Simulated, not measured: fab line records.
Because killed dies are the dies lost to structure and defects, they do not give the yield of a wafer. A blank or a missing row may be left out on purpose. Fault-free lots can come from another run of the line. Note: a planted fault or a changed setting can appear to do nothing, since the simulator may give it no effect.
Which tool did it? -- flow sky130 -- 6 lots with 18 wafers sampled at 3 steps, on a route of 708 steps

## WHAT THE GAUGES SHOWED, per wafer
SKY_SONOS_TUNNEL_CD_MEAS_07 targets a cd of 410 nm.
lot,measured,on,cd nm (nm)
L767,day 11 15:41,cd sem-02,411.6 411.6 414.5
L770,day 12 13:58,cd sem-02,409.5 409.2 409.1
L773,day 13 16:25,cd sem-01,414.1 414.2 412.4
L775,day 14 14:33,cd sem-01,404.4 402.1 405.3
L786,day 17 21:44,cd sem-01,408.6 407.9 409.6
L788,day 18 16:58,cd sem-01,411.8 408.9 413.0

## TOOL THAT RAN EACH LOT (tool first, then ch and the chambers of the sampled wafers, then the start)
lot,SKY_NWELL_EXPOSE_07,SKY_VT_ADJUST_HVTR_STRIP_10
L767,"iline stepper-01 ch 0, day 4 10:34","plasma asher-04 ch 0,1, day 9 17:39"
L770,"iline stepper-01 ch 0, day 5 03:13","plasma asher-02 ch 0,1, day 10 14:38"
L773,"iline stepper-02 ch 0, day 5 23:14","plasma asher-02 ch 0,1, day 11 15:12"
L775,"iline stepper-01 ch 0, day 6 12:30","plasma asher-04 ch 0,1, day 12 11:35"
L786,"iline stepper-02 ch 0, day 8 22:10","plasma asher-02 ch 0,1, day 15 12:59"
L788,"iline stepper-02 ch 0, day 9 10:41","plasma asher-02 ch 0,1, day 16 06:00"
- SKY_NWELL_EXPOSE_07: exposes mask NWM, target cd 840 nm.
- SKY_VT_ADJUST_HVTR_STRIP_10: strips in O2/N2.

## THE ANSWER, worked out from the rows above alone
Rule: usual is defined by the lots themselves. Put in order of their means at a reading, lots are off if they are a third of the lots or fewer, leave a main group of 4 or more, and stand apart from it by a gap of 3 or more times the standard deviation of the main group's means; of several such gaps the widest counts. A main group is skipped when, at the precision printed for the reading in the tables above, its means are all equal. A lot without any number at a reading at which 4 lots or more have one is off too. Where the step has rows for the other lots, those lots are counted as sound.
No lot is off on any of the readings shown, so nothing can be concluded from this.

## WHAT HAD BEEN PUT IN BY THE SIMULATOR
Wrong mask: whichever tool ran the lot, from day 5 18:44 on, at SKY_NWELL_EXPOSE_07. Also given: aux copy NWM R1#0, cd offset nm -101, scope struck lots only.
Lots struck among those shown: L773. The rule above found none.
